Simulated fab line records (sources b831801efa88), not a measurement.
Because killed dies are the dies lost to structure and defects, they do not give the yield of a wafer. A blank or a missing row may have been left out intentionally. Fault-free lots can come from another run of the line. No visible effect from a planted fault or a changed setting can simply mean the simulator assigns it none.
2 desks, one fault	flow sky130	every desk sees just its own numbers, and what lay behind them comes last

FROM THE METROLOGY DESK
What the gauges read, lot by lot, whatever tool the lot ran on: means of the sampled wafers that have a number. If a lot's mean is further than 4 standard deviations from the usual mean, the lot is out of limits and carries the mark OUT (the distance appears in the brackets).
Columns: A = LDD_N_TW at SKY_LDD_N_TW_MEAS_17, usual 2586; B = LDD_LDN_TW at SKY_LDD_LDN_TW_MEAS_13, usual 1477; C = SD_P_TW at SKY_SD_P_TW_MEAS_11, usual 2795; D = SD_P_RS at SKY_SD_N_RS_MEAS_17, usual 147.0 ohm/sq; E = LI_CONTACT_HDPCVD_THK at SKY_LI_CONTACT_THK_MEAS_01, usual 931 nm
lot	first seen here	A	B	C	D	E
L249	day 18 01:50	2564	1505	2782	147.1	937
L250	day 18 17:45	2634	1507	2793	147.5	933
L256	day 20 16:31	2615	1457	2807	147.2	922
L258	day 21 15:23	2561	1455	2807	147.1	937
L259	day 22 03:53	2624	1460	2806	147.2	936
L260	day 22 18:10	2569	1497	2782	147.5	922
L261	day 23 00:32	2621	1461	2828	146.8	926
L263	day 23 07:25	2623	1509	2628 (-8.3) OUT	152.7 (+15) OUT	927
L264	day 23 17:08	2626	1445	2621 (-8.7) OUT	152.6 (+14) OUT	945
L265	day 23 19:05	2560	1508	2773	146.7	920
L266	day 24 20:43	2617	1494	2619 (-8.8) OUT	152.5 (+14) OUT	927
Finding of this desk: L263, L264, L266 out of limits, first seen on L263 at day 30 13:32 (SD_P_TW at SKY_SD_P_TW_MEAS_11). L249, L250, L256, L258, L259, L260, L261, L265: within limits.

THE TOOL OWNER'S DESK: implanter-03
SKY_SD_P_IMPLANT_09, tool's own readings: per-lot mean of the sampled wafers with a number, covering each lot this tool ran. If a lot's mean is further than 4 standard deviations from the usual mean, the lot is out of limits and carries the mark OUT (the distance appears in the brackets).
Columns: A = beam energy keV at SKY_SD_P_IMPLANT_09, usual 19.999; B = dose ions cm2 at SKY_SD_P_IMPLANT_09, usual 3e+15; C = tilt deg at SKY_SD_P_IMPLANT_09, usual -0.002 degrees
lot	first seen here	A	B	C
L250	day 27 10:32	19.997	3e+15	-0.014
L260	day 30 02:40	20.001	3e+15	-0.005
L261	day 30 06:43	19.988	3e+15	0.009
L263	day 30 13:17	20.001	2e+15 (-99 or more) OUT	0.006
L264	day 30 23:01	19.995	2e+15 (-99 or more) OUT	-0.007
L266	day 32 00:13	19.992	2e+15 (-99 or more) OUT	-0.003
This desk's finding: out of limits on L263, L264, L266; first on L263, day 30 13:17 (dose ions cm2 at SKY_SD_P_IMPLANT_09). L250, L260, L261: within limits.

ALL TOGETHER
The tool owner's desk could have raised an alarm at day 30 13:17, on L263, L264, L266.
The metrology desk could have raised an alarm at day 30 13:32, on L263, L264, L266.
All the named lots went through SKY_SD_P_IMPLANT_09 on implanter-03.

WHAT THE SIMULATOR PUT IN
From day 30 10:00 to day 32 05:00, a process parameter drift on implanter-03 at SKY_SD_P_IMPLANT_09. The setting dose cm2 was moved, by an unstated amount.
Struck lots among those shown: L263, L264, L266.
Delay (hours) between the fault's onset and each desk's first out-of-limits reading: 3 at the tool owner's desk, 4 at the metrology desk.
